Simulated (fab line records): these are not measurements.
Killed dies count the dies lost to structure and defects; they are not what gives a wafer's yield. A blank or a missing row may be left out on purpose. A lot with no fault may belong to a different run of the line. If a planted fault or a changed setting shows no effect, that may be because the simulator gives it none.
Struck lot and sound lot, side by side    flow sky130    16 out of 708 route steps
Sound: these wafers, L622.1, L622.3, L622.6. Struck: wafer L632.2 (left out: L632.3, a lot-mate that was not struck); the cause follows at the end.
For every step that has rows: the tool of each side, followed by ch and its chambers, followed by its first start. Under that, the readings that differ: sound wafers    struck wafers    difference of the means    sigmas: that difference in standard deviations of wafers without a fault.
alike: readings with means less than 2 such deviations apart, plus words and numbers identical on both sides. not compared: withheld readings, readings lacking a value on some wafer, bounds such as >300 that could conceal the same value, and numbers that have no deviation in the record and whose values overlap.
A row with sigmas, a row that says differs or no value, or rows on one side alone: a step with any of these is where the two part. When numbers do not overlap yet have no deviation, they are printed without sigmas and do not part them. A reading missing from all wafers of one side parts the sides only when that side holds two or more wafers.

first, 8 steps without rows for these wafers: SKY_POLY_GATE_DEHYDRATE_05 (time 60 s); SKY_POLY_GATE_HMDS_06 (prime time 60 s); SKY_POLY_GATE_COAT_07 (resist thk 110 nm); SKY_POLY_GATE_COAT_08 (resist thk 450 nm); SKY_POLY_GATE_SOFTBAKE_09 (time 90 s); SKY_POLY_GATE_EXPOSE_10 (exposes mask P1M, target cd 150 nm); SKY_POLY_GATE_PEB_11; SKY_POLY_GATE_DEVELOP_12 (develop time 60 s).
SKY_POLY_GATE_CD_MEAS_13: target cd 150 nm.
  sound: cd_sem-01 at day 17 18:13; struck: cd_sem-02 at day 21 12:59
reading     sound              struck  difference  sigmas
cd_nm (nm)  150.6 151.3 151.7  146.5   -4.7        -4
SKY_POLY_GATE_OVL_MEAS_14:
  sound: overlay-01 at day 17 18:20; struck: overlay-02 at day 21 13:06
  alike: POLY_GATE_OVL
SKY_POLY_GATE_ETCH_15: etches BARC in N2/H2, stops on SiO2, time 118.5 s, target depth 110 nm.
  sound on rie_diel-03 ch 0,1,3, day 17 18:22; struck on rie_diel-03 ch 0, day 21 13:08
reading                 sound                 struck  difference  sigmas
throttle_valve_pct (%)  13.207 13.221 13.205  13.235  +0.024      +3
  alike: drypump_motor_current_A, oes_product_au, run_length_s
  not compared: rf_hours_counter_h
SKY_POLY_GATE_ETCH_16: etches Si3N4 in CH3F/O2, stops on poly-Si, time 147.5 s, target depth 75 nm.
  sound on rie_diel-03 ch 0,1,3, day 17 18:27; struck on rie_diel-03 ch 0, day 21 13:13
  alike: ch3f_flow_sccm, drypump_motor_current_A, oes_product_au, run_length_s, throttle_valve_pct
  not compared: rf_hours_counter_h
SKY_POLY_GATE_ETCH_17: etches poly-Si in HBr/Cl2, stops on SiO2, target depth 180 nm, time 70.5 s.
  sound on rie_si-02 ch 2,3, day 17 18:33; struck on rie_si-01 ch 0, day 21 13:19
reading                                           sound                 struck  difference  sigmas
oes_product_au (a.u.)                             0.987 0.980 0.980     0.844   -0.138      -22
run_length_s (s)                                  99.6 98.5 99.1        116.3   +17.2       +44
throttle_valve_pct (%)                            33.684 33.697 33.675  33.703  +0.018      +2
model.KrF-thick_of_POLY_GATE_COAT_08.thk_nm (nm)  143.9 137.6 140.2     118.2   -22.4       
model.POLY_GATE.feature_depth_nm (nm)             179 178 178.2         181.3   +2.9        
model.SiO2_of_SONOS_ONO_CVD_04.thk_nm (nm)        4.234 4.279 4.14      3.133   -1.085      
  alike: HBr_flow_sccm, drypump_motor_current_A
  not compared: rf_hours_counter_h
SKY_POLY_GATE_STRIP_18: strips in O2/N2.
  sound on plasma_asher-02 ch 0,1, day 17 18:37; struck on plasma_asher-02 ch 0, day 21 13:22
reading                       sound           struck  difference  sigmas
strip_time_to_endpoint_s (s)  3.20 3.14 3.16  2.94    -0.23       -7
  alike: drypump_motor_current_A, oes_product_au
  not compared: rf_hours_counter_h
then, 1 step without rows for these wafers: SKY_POLY_GATE_CLEAN_19 (cleans in SC1/SC2, time 150 s).
-- here the record skips 28 days between the struck wafers' starts before and after, leaving off in module POLY_GATE and picking up in module PAD_OPEN (first step shown: number 708 of the route) --
SKY_PAD_OPEN_PROBE_99:
  sound: prober-02 at day 46 16:02; struck: prober-02 at day 49 02:58
reading                          sound              struck  difference  sigmas
killed_at_M0_to_M3               61 44 38           33      -15         -2
model.etest.tip_sonos.rs_ohm_sq  2692 2661 2696     2538    -145        
model.etest.tip_n.rs_ohm_sq      444.9 445.6 441.8  429     -15         
  alike: killed_at_M4_up, killed_at_contacts, killed_at_front_end, killed_at_other, killed_dies, killed_open, killed_short
  not compared: model.etest.res_pdiff_hv.rs_ohm_sq

WHERE THEY PART
At SKY_POLY_GATE_CD_MEAS_13 first; at SKY_PAD_OPEN_PROBE_99 last (within this record only).

WHY: what had been put in by the simulator
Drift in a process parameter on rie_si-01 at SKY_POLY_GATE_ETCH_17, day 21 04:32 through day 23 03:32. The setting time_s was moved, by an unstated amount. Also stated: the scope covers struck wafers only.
